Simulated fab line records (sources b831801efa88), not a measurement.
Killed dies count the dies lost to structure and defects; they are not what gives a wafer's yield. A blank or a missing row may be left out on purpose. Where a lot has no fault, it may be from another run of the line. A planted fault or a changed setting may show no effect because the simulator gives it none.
Chamber matching + flow sky130 + 3 sister chambers for SKY_VIA1_HDPCVD_00 on hdpcvd-01
The step deposits SiO2, target thk 1030 nm, time 171.7 s. 6 wafers are shown with their chamber, then 6 later ones without.

## EACH WAFER AND ITS CHAMBER
| wafer  | chamber | susceptor temp C (C) |
|--------|---------|----------------------|
| L240.5 | 2       | 399.64               |
| L241.6 | 2       | 400.29               |
| L250.6 | 0       | 399.64               |
| L259.1 | 0       | 400.36               |
| L259.2 | 1       | 399.65               |
| L259.4 | 1       | 400.23               |

## WAFERS WITHOUT THEIR CHAMBER
| wafer  | susceptor temp C (C) |
|--------|----------------------|
| L261.2 | 399.92               |
| L261.3 | 400.33               |
| L261.4 | 400.20               |
| L262.2 | 399.25               |
| L262.3 | 399.98               |
| L262.6 | 399.89               |

## WHICH CHAMBER EACH ONE RAN IN
| wafer  | from the rows above          | in truth |
|--------|------------------------------|----------|
| L261.2 | can't be placed: 1 or 2 or 0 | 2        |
| L261.3 | can't be placed: 0 or 2 or 1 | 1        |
| L261.4 | can't be placed: 0 or 2 or 1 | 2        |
| L262.2 | can't be placed: 1 or 2 or 0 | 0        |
| L262.3 | can't be placed: 2 or 0 or 1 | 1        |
| L262.6 | can't be placed: 1 or 2 or 0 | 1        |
0 of 6 placed correctly. Can't be placed from these rows: 6 (the true chamber is among the candidates in 6). Number placed wrongly: 0.
How it was worked out, from the rows above alone: a wafer's distance from a chamber is the root of the sum, over the readings, of the square of ((its reading less the chamber's mean) divided by the reading's scatter). The wafer belongs to the nearest chamber; if the next one is less than 2 further off, it can't be placed. Each chamber's mean is taken over the wafers shown for it. How the scatter is found: for the shown wafers, subtract from each reading the mean of its chamber, square and add these, divide the total by (wafers less chambers), then take the root.
